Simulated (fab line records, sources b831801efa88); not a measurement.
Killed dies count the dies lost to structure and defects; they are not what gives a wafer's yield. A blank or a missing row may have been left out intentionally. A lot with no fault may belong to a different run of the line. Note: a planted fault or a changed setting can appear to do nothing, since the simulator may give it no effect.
fab line records -- flow gf180mcu
record lots=6, wafers=18, last_day=34
route steps=602 shown M4@456
lots that met no fault: taken from a fault-free run of the same line
start_h: start of the lot's first displayed wafer, in hours after the record's first day -- wait_h: hours from the lot's prior step to this one -- " as in the row above -- L1.1+2: a row that stands for several wafers -- - no value, or no start given -- * or withheld: withheld -- < > ~ a bound
route shown NAME@n: a module of which the file shows steps, and the number in the route of the first -- usual: mean and standard deviation over wafers with no fault -- same: alike in all rows -- chamber/n: place in a boat -- sites: per-site readings -- _std_site: the standard deviation of these -- _edge_site: mean of outer sites minus mean of inner sites -- radius_mm: for every site, how far away it sits from the centre of the wafer -- mask NAME#n: copy n -- behind: the last tool/chamber to shape the wafer -- hold: why the lot was held/for how many hours/how that ended -- device: whichever transistor did not switch (one of n, p or np) -- end of line: tests of these same wafers at the route's end -- a step without rows: its recipe alone -- killed: at the first sort, the dies lost to defects and structure; wafer yield is something else -- map: the dies of a wafer, with x for killed, . for not killed, _ for no die there
set.NAME: setting as actually run; set.NAME@STEP: the setting as run at that earlier step -- model.NAME: the simulator's own value behind a step, which no gauge read
certain route steps with their lots: each step a table, each wafer a row
services: a tool's chamber out of use, with start hour (start_h, from the record's first day; less than 0 if before it), hours out, and reason
## steps
# step GF_M4_SPUTTER_00
# recipe material=Ti, target_thk_nm=37.5, arriving_ion_energy_ev=80, substrate_temp_c=200, chamber_pressure_pa=2, power_w=4000, time_s=150
# usual throttle_valve_pct=30.0/0.97
lot.wafer,tool,chamber,start_h,wait_h,throttle_valve_pct
L647.1,pvd_sputter-02,-,524.09,0.2,30.5
L647.3,pvd_sputter-02,-,524.09,0.2,29.3
L647.6,pvd_sputter-02,-,524.09,0.2,29.1
L652.1,pvd_sputter-02,-,569.66,0.2,29.2
L652.4,pvd_sputter-02,-,569.66,0.2,29.6
L652.6,pvd_sputter-02,-,569.66,0.2,29.2
L653.1,pvd_sputter-02,-,573.43,0.2,29.2
L653.2,pvd_sputter-02,-,573.43,0.2,29.6
L653.5,pvd_sputter-02,-,573.43,0.2,28.1
L665.1,pvd_sputter-01,-,670.42,0.2,30.3
L665.3,pvd_sputter-01,-,670.42,0.2,31.0
L665.4,pvd_sputter-01,-,670.42,0.2,30.3
L666.1,pvd_sputter-04,-,673.88,0.2,29.2
L666.3,pvd_sputter-04,-,673.88,0.2,29.9
L666.6,pvd_sputter-04,-,673.88,0.2,29.4
L667.1,pvd_sputter-04,-,676.07,0.1,31.9
L667.4,pvd_sputter-04,-,676.07,0.1,29.8
L667.6,pvd_sputter-04,-,676.07,0.1,32.0
# step GF_M4_SPUTTER_01
# recipe material=TiN, target_thk_nm=30, power_w=6500, time_s=25.59, chamber_pressure_pa=0.4
# usual throttle_valve_pct=30.0/0.96
lot.wafer,tool,chamber,start_h,wait_h,throttle_valve_pct
L647.1,pvd_sputter-02,-,524.19,0.1,30.5
L647.3,pvd_sputter-02,-,524.19,0.1,28.9
L647.6,pvd_sputter-02,-,524.19,0.1,29.1
L652.1,pvd_sputter-02,-,569.76,0.1,29.2
L652.4,pvd_sputter-02,-,569.76,0.1,29.8
L652.6,pvd_sputter-02,-,569.76,0.1,29.1
L653.1,pvd_sputter-02,-,573.53,0.1,29.2
L653.2,pvd_sputter-02,-,573.53,0.1,29.5
L653.5,pvd_sputter-02,-,573.53,0.1,27.9
L665.1,pvd_sputter-01,-,670.52,0.1,30.1
L665.3,pvd_sputter-01,-,670.52,0.1,30.9
L665.4,pvd_sputter-01,-,670.52,0.1,30.1
L666.1,pvd_sputter-04,-,673.98,0.1,29.0
L666.3,pvd_sputter-04,-,673.98,0.1,29.6
L666.6,pvd_sputter-04,-,673.98,0.1,29.0
L667.1,pvd_sputter-04,-,676.17,0.1,31.9
L667.4,pvd_sputter-04,-,676.17,0.1,29.6
L667.6,pvd_sputter-04,-,676.17,0.1,32.1
# step GF_M4_SPUTTER_02
# recipe material=AlCu, target_thk_nm=450, power_w=10600, time_s=23.9, chamber_pressure_pa=0.4
# step GF_M4_SPUTTER_03
# recipe material=Ti, target_thk_nm=10, substrate_temp_c=300, chamber_pressure_pa=0.3, power_w=3000, time_s=6.7
# usual throttle_valve_pct=30.0/0.93
lot.wafer,tool,chamber,start_h,wait_h,throttle_valve_pct
L647.1,pvd_sputter-02,-,524.25,0.0,30.4
L647.3,pvd_sputter-02,-,524.25,0.0,29.5
L647.6,pvd_sputter-02,-,524.25,0.0,28.9
L652.1,pvd_sputter-02,-,569.82,0.0,29.1
L652.4,pvd_sputter-02,-,569.82,0.0,29.7
L652.6,pvd_sputter-02,-,569.82,0.0,29.3
L653.1,pvd_sputter-02,-,573.59,0.0,28.8
L653.2,pvd_sputter-02,-,573.59,0.0,29.6
L653.5,pvd_sputter-02,-,573.59,0.0,28.3
L665.1,pvd_sputter-01,-,670.58,0.0,30.1
L665.3,pvd_sputter-01,-,670.58,0.0,30.8
L665.4,pvd_sputter-01,-,670.58,0.0,30.1
L666.1,pvd_sputter-04,-,674.04,0.0,29.2
L666.3,pvd_sputter-04,-,674.04,0.0,29.7
L666.6,pvd_sputter-04,-,674.04,0.0,29.1
L667.1,pvd_sputter-04,-,676.23,0.0,32.0
L667.4,pvd_sputter-04,-,676.23,0.0,29.8
L667.6,pvd_sputter-04,-,676.23,0.0,32.0
# step GF_M4_SPUTTER_04
# recipe material=TiN, target_thk_nm=50, power_w=6500, time_s=41.7, chamber_pressure_pa=0.4
# usual throttle_valve_pct=30.0/0.97
lot.wafer,tool,chamber,start_h,wait_h,throttle_valve_pct
L647.1,pvd_sputter-02,-,524.27,0.0,30.6
L647.3,pvd_sputter-02,-,524.27,0.0,29.3
L647.6,pvd_sputter-02,-,524.27,0.0,29.2
L652.1,pvd_sputter-02,-,569.84,0.0,29.1
L652.4,pvd_sputter-02,-,569.84,0.0,29.7
L652.6,pvd_sputter-02,-,569.84,0.0,29.1
L653.1,pvd_sputter-02,-,573.61,0.0,29.3
L653.2,pvd_sputter-02,-,573.61,0.0,29.6
L653.5,pvd_sputter-02,-,573.61,0.0,28.1
L665.1,pvd_sputter-01,-,670.60,0.0,30.0
L665.3,pvd_sputter-01,-,670.60,0.0,30.9
L665.4,pvd_sputter-01,-,670.60,0.0,30.2
L666.1,pvd_sputter-04,-,674.06,0.0,29.1
L666.3,pvd_sputter-04,-,674.06,0.0,29.9
L666.6,pvd_sputter-04,-,674.06,0.0,29.2
L667.1,pvd_sputter-04,-,676.25,0.0,31.8
L667.4,pvd_sputter-04,-,676.25,0.0,29.9
L667.6,pvd_sputter-04,-,676.25,0.0,32.1
# step GF_M4_RS_MEAS_05
# recipe thk_meas_gauge=four-point-probe, reads=TiN_of_M4_SPUTTER_04+Ti_of_M4_SPUTTER_03+AlCu_of_M4_SPUTTER_02+TiN_of_M4_SPUTTER_01+Ti_of_M4_SPUTTER_00
# usual M4_ALCU_RS=0.0697/0.00072
lot.wafer,tool,chamber,start_h,wait_h,M4_ALCU_RS[ohm/sq]
L647.1,film_metro-03,-,524.31,0.0,0.0691
L647.3,film_metro-03,-,524.31,0.0,0.0697
L647.6,film_metro-03,-,524.31,0.0,0.0697
L652.1,film_metro-04,-,569.88,0.0,0.0696
L652.4,film_metro-04,-,569.88,0.0,0.0701
L652.6,film_metro-04,-,569.88,0.0,0.0703
L653.1,film_metro-04,-,573.65,0.0,0.0693
L653.2,film_metro-04,-,573.65,0.0,0.0694
L653.5,film_metro-04,-,573.65,0.0,0.0693
L665.1,film_metro-02,-,670.64,0.0,0.0688
L665.3,film_metro-02,-,670.64,0.0,0.0684
L665.4,film_metro-02,-,670.64,0.0,0.0684
L666.1,film_metro-03,-,674.10,0.0,0.0697
L666.3,film_metro-03,-,674.10,0.0,0.0681
L666.6,film_metro-03,-,674.10,0.0,0.0693
L667.1,film_metro-04,-,676.29,0.0,0.0699
L667.4,film_metro-04,-,676.29,0.0,0.0696
L667.6,film_metro-04,-,676.29,0.0,0.0696
# step GF_M4_THK_MEAS_06
# recipe thk_meas_gauge=xrf, reads=AlCu_of_M4_SPUTTER_02
# usual M4_ALCU_THK=445/5.3
lot.wafer,tool,chamber,start_h,wait_h,M4_ALCU_THK[nm]
L647.1,film_metro-03,-,524.43,0.1,450
L647.3,film_metro-03,-,524.43,0.1,447
L647.6,film_metro-03,-,524.43,0.1,445
L652.1,film_metro-04,-,570.00,0.1,445
L652.4,film_metro-04,-,570.00,0.1,438
L652.6,film_metro-04,-,570.00,0.1,440
L653.1,film_metro-04,-,573.77,0.1,446
L653.2,film_metro-04,-,573.77,0.1,445
L653.5,film_metro-04,-,573.77,0.1,444
L665.1,film_metro-02,-,670.76,0.1,452
L665.3,film_metro-02,-,670.76,0.1,452
L665.4,film_metro-02,-,670.76,0.1,454
L666.1,film_metro-03,-,674.22,0.1,449
L666.3,film_metro-03,-,674.22,0.1,458
L666.6,film_metro-03,-,674.22,0.1,452
L667.1,film_metro-04,-,676.41,0.1,444
L667.4,film_metro-04,-,676.41,0.1,445
L667.6,film_metro-04,-,676.41,0.1,443
# step GF_M4_DEHYDRATE_07
# recipe temp_c=200, time_s=60
# step GF_M4_HMDS_08
# recipe prime_time_s=60, prime_temp_c=120
# step GF_M4_COAT_09
# recipe resist=KrF, spin_rpm=withheld, resist_thk_nm=1000
# step GF_M4_SOFTBAKE_10
# recipe temp_c=130, time_s=60, resist=KrF
# step GF_M4_EXPOSE_11
# recipe mask_id=Metal4, target_cd_nm=280, na=0.68, source_shape=conventional, sigma_outer=0.6, dose_mj=28
# step GF_M4_PEB_12
# recipe peb_temp_c=135, peb_time_s=90, resist=KrF
# usual exhaust_pa=45.0/0.99, heater_power_total_W=85.70/0.077, plate_temp_C=135.02/0.16
lot.wafer,tool,chamber,start_h,wait_h,exhaust_pa,heater_power_total_W,plate_temp_C
L647.1,litho_track-02,0,546.78,-,44.7,85.75,134.95
L647.3,litho_track-02,0,546.78,-,44.1,85.70,134.72
L647.6,litho_track-02,0,546.78,-,44.9,85.63,134.93
L652.1,litho_track-02,0,590.93,-,45.4,88.41,138.30
L652.4,litho_track-02,0,590.93,-,45.0,88.46,138.54
L652.6,litho_track-02,0,590.93,-,45.8,88.48,138.46
L653.1,litho_track-02,0,594.93,-,44.6,88.35,138.33
L653.2,litho_track-02,0,594.93,-,44.6,88.37,138.56
L653.5,litho_track-02,0,594.93,-,43.8,88.42,138.44
L665.1,litho_track-03,0,689.46,-,44.1,85.63,135.09
L665.3,litho_track-03,0,689.46,-,46.5,85.73,134.94
L665.4,litho_track-03,0,689.46,-,45.5,85.68,134.92
L666.1,litho_track-03,0,693.51,-,43.6,85.56,134.76
L666.3,litho_track-03,0,693.51,-,45.5,85.59,135.02
L666.6,litho_track-03,0,693.51,-,44.8,85.65,134.97
L667.1,litho_track-02,0,695.18,-,44.1,85.74,135.40
L667.4,litho_track-02,0,695.18,-,45.0,85.63,135.23
L667.6,litho_track-02,0,695.18,-,43.4,85.73,135.18
# step GF_M4_DEVELOP_13
# recipe develop_time_s=60, dev_temp_c=21
# step GF_M4_CD_MEAS_14
# recipe target_cd_nm=280
# usual cd_nm=280.3/1.1
lot.wafer,tool,chamber,start_h,wait_h,cd_nm
L647.1,cd_sem-01,-,547.13,0.1,281.3
L647.3,cd_sem-01,-,547.13,0.1,280.9
L647.6,cd_sem-01,-,547.13,0.1,280.4
L652.1,cd_sem-02,-,591.28,0.1,272.7
L652.4,cd_sem-02,-,591.28,0.1,272.8
L652.6,cd_sem-02,-,591.28,0.1,272.9
L653.1,cd_sem-01,-,595.28,0.1,271.5
L653.2,cd_sem-01,-,595.28,0.1,272.3
L653.5,cd_sem-01,-,595.28,0.1,273.8
L665.1,cd_sem-01,-,689.81,0.1,280.6
L665.3,cd_sem-01,-,689.81,0.1,281.5
L665.4,cd_sem-01,-,689.81,0.1,282.0
L666.1,cd_sem-01,-,693.86,0.1,281.8
L666.3,cd_sem-01,-,693.86,0.1,280.1
L666.6,cd_sem-01,-,693.86,0.1,279.6
L667.1,cd_sem-02,-,695.53,0.1,280.8
L667.4,cd_sem-02,-,695.53,0.1,280.6
L667.6,cd_sem-02,-,695.53,0.1,281.3
# step GF_M4_OVL_MEAS_15
# usual M4_OVL=3/5.9
lot.wafer,tool,chamber,start_h,wait_h,M4_OVL[nm]
L647.1,overlay-02,-,547.25,0.1,3
L647.3,overlay-02,-,547.25,0.1,0
L647.6,overlay-02,-,547.25,0.1,5
L652.1,overlay-02,-,591.40,0.1,12
L652.4,overlay-02,-,591.40,0.1,12
L652.6,overlay-02,-,591.40,0.1,5
L653.1,overlay-01,-,595.40,0.1,-2
L653.2,overlay-01,-,595.40,0.1,-2
L653.5,overlay-01,-,595.40,0.1,9
L665.1,overlay-01,-,689.93,0.1,5
L665.3,overlay-01,-,689.93,0.1,1
L665.4,overlay-01,-,689.93,0.1,6
L666.1,overlay-02,-,693.98,0.1,-2
L666.3,overlay-02,-,693.98,0.1,0
L666.6,overlay-02,-,693.98,0.1,-3
L667.1,overlay-01,-,695.65,0.1,4
L667.4,overlay-01,-,695.65,0.1,13
L667.6,overlay-01,-,695.65,0.1,10
# step GF_M4_METAL_ETCH_16
# recipe chemistry=Cl2/BCl3, mask_material=KrF, target_depth_nm=750.8, stop_on=SiO2, pressure_mtorr=8, icp_w=800, bias_w=140, Cl2_flow_sccm=80, bcl3_flow_sccm=40, time_s=125.1
# usual drypump_motor_current_A=5.3/0.4, he_backside_leak_sccm=3.42/0.17, oes_product_au=0.991/0.0053, throttle_valve_pct=28.227/0.0098
lot.wafer,tool,chamber,start_h,wait_h,drypump_motor_current_A,he_backside_leak_sccm,oes_product_au,rf_hours_counter_h,throttle_valve_pct,model.M4.cd_nm
L647.1,rie_metal-04,0,547.28,0.0,5.8,3.52,0.993,10,28.222,280.5
L647.3,rie_metal-04,0,547.28,0.0,5.8,3.42,0.991,-,28.219,279.1
L647.6,rie_metal-04,1,547.28,0.0,5.3,3.57,0.990,-,28.231,279.5
L652.1,rie_metal-01,0,591.43,0.0,4.9,3.31,0.995,3,28.235,269
L652.4,rie_metal-01,1,591.43,0.0,5.9,3.51,0.989,-,28.230,278.4
L652.6,rie_metal-01,1,591.43,0.0,5.9,3.64,0.980,-,28.226,272.5
L653.1,rie_metal-02,1,595.43,0.0,4.8,3.43,0.985,9,28.229,266.8
L653.2,rie_metal-02,0,595.43,0.0,5.1,3.33,0.976,12,28.240,270.9
L653.5,rie_metal-02,1,595.43,0.0,4.8,3.37,0.986,-,28.216,269.1
L665.1,rie_metal-02,0,689.97,0.0,5.1,3.58,0.993,2,28.235,281.4
L665.3,rie_metal-02,1,689.97,0.0,4.8,3.64,0.996,-,28.238,276.5
L665.4,rie_metal-02,0,689.97,0.0,5.1,3.57,0.999,-,28.225,283.1
L666.1,rie_metal-04,1,694.02,0.0,5.3,3.41,0.990,13,28.225,280.9
L666.3,rie_metal-04,1,694.02,0.0,5.4,3.60,0.994,-,28.244,278.3
L666.6,rie_metal-04,1,694.02,0.0,5.4,3.52,0.995,-,28.214,280.1
L667.1,rie_metal-02,0,695.68,0.0,5.1,3.52,0.989,2,28.229,281
L667.4,rie_metal-02,1,695.68,0.0,4.8,3.38,0.993,-,28.228,273.8
L667.6,rie_metal-02,1,695.68,0.0,4.8,3.50,0.999,-,28.214,277
# step GF_M4_STRIP_17
# recipe chemistry=O2/N2, power_w=1400, pressure_mtorr=1500, platen_temp_c=250, o2_flow_sccm=3000, n2_flow_sccm=300, overash_fraction=0.5
# usual drypump_motor_current_A=5.5/0.61, heater_power_w=351/38, oes_product_au=0.536/0.0048, strip_time_to_endpoint_s=7.38/0.042
lot.wafer,tool,chamber,start_h,wait_h,drypump_motor_current_A,heater_power_w,oes_product_au,rf_hours_counter_h,strip_time_to_endpoint_s
L647.1,plasma_asher-01,1,547.41,0.1,4.9,345,0.529,12,7.37
L647.3,plasma_asher-01,1,547.41,0.1,4.9,345,0.540,-,7.35
L647.6,plasma_asher-01,1,547.41,0.1,4.9,345,0.534,-,7.42
L652.1,plasma_asher-04,0,591.56,0.1,4.6,316,0.540,101,7.42
L652.4,plasma_asher-04,0,591.56,0.1,4.6,317,0.533,-,7.43
L652.6,plasma_asher-04,0,591.56,0.1,4.6,317,0.538,-,7.43
L653.1,plasma_asher-01,1,595.56,0.1,4.9,334,0.533,18,7.40
L653.2,plasma_asher-01,0,595.56,0.1,5.9,364,0.540,18,7.43
L653.5,plasma_asher-01,0,595.56,0.1,5.9,365,0.537,-,7.35
L665.1,plasma_asher-04,1,690.10,0.1,5.7,407,0.538,111,7.35
L665.3,plasma_asher-04,0,690.10,0.1,4.6,323,0.535,-,7.29
L665.4,plasma_asher-04,1,690.10,0.1,5.7,419,0.530,-,7.34
L666.1,plasma_asher-04,0,694.28,0.2,4.6,314,0.542,112,7.42
L666.3,plasma_asher-04,0,694.28,0.2,4.6,321,0.536,-,7.42
L666.6,plasma_asher-04,1,694.28,0.2,5.6,414,0.541,-,7.48
L667.1,plasma_asher-01,0,695.81,0.1,5.9,376,0.537,28,7.41
L667.4,plasma_asher-01,1,695.81,0.1,4.9,348,0.542,-,7.36
L667.6,plasma_asher-01,0,695.81,0.1,5.9,362,0.527,-,7.39
## services
tool,chamber,start_h,hours,kind
pvd_sputter-04,-,505.59,2.3,repair
pvd_sputter-04,-,518.50,2.4,repair
rie_metal-02,0,520.46,5.1,repair
pvd_sputter-04,-,523.75,4.2,repair
pvd_sputter-01,3,544.97,-,consumable_replace:kit
pvd_sputter-01,3,544.97,18.0,scheduled_down
pvd_sputter-01,3,544.97,18.0,vent_cycle
rie_metal-01,-,549.37,0.2,repair
rie_metal-02,-,579.23,14.6,pm
pvd_sputter-02,3,611.33,-,consumable_replace:kit
pvd_sputter-02,3,611.33,18.0,scheduled_down
pvd_sputter-02,3,611.33,18.0,vent_cycle
plasma_asher-04,-,631.73,1.8,repair
rie_metal-02,0,632.85,-,clean
rie_metal-02,0,632.85,16.7,scheduled_down
rie_metal-02,0,632.85,16.7,vent_cycle
pvd_sputter-02,-,633.06,2.1,repair
pvd_sputter-04,-,639.14,1.1,repair
rie_metal-01,-,661.38,0.2,repair
plasma_asher-01,-,678.35,12.2,pm
pvd_sputter-02,-,680.28,5.2,repair
pvd_sputter-01,2,691.70,-,consumable_replace:kit
pvd_sputter-01,2,691.70,18.0,scheduled_down
pvd_sputter-01,2,691.70,18.0,vent_cycle
## key
first_sign step=GF_M4_PEB_12, reading=heater_power_total_W, direction=up, sigmas=35, usual=85.70, struck=88.42
effect step=GF_M4_PEB_12, reading=plate_temp_C, direction=up, sigmas=22, usual=*, struck=*
effect step=GF_M4_CD_MEAS_14, reading=cd_nm, direction=down, sigmas=6.9, usual=280.3, struck=272.7
model_effect step=GF_M4_METAL_ETCH_16, value=M4.cd_nm, without=278.7, struck=271.1
met_at GF_M4_PEB_12
struck_wafers L652.1,L652.4,L652.6,L653.1,L653.2,L653.5
onset_between 546.78 590.93
fault kind=process_parameter_drift, tool=litho_track-02, chamber=-, onset_h=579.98, steps=GF_M4_PEB_12, channel=peb_temp_c, offset=*, shape=step, end_h=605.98, acts_in=*, stated=*
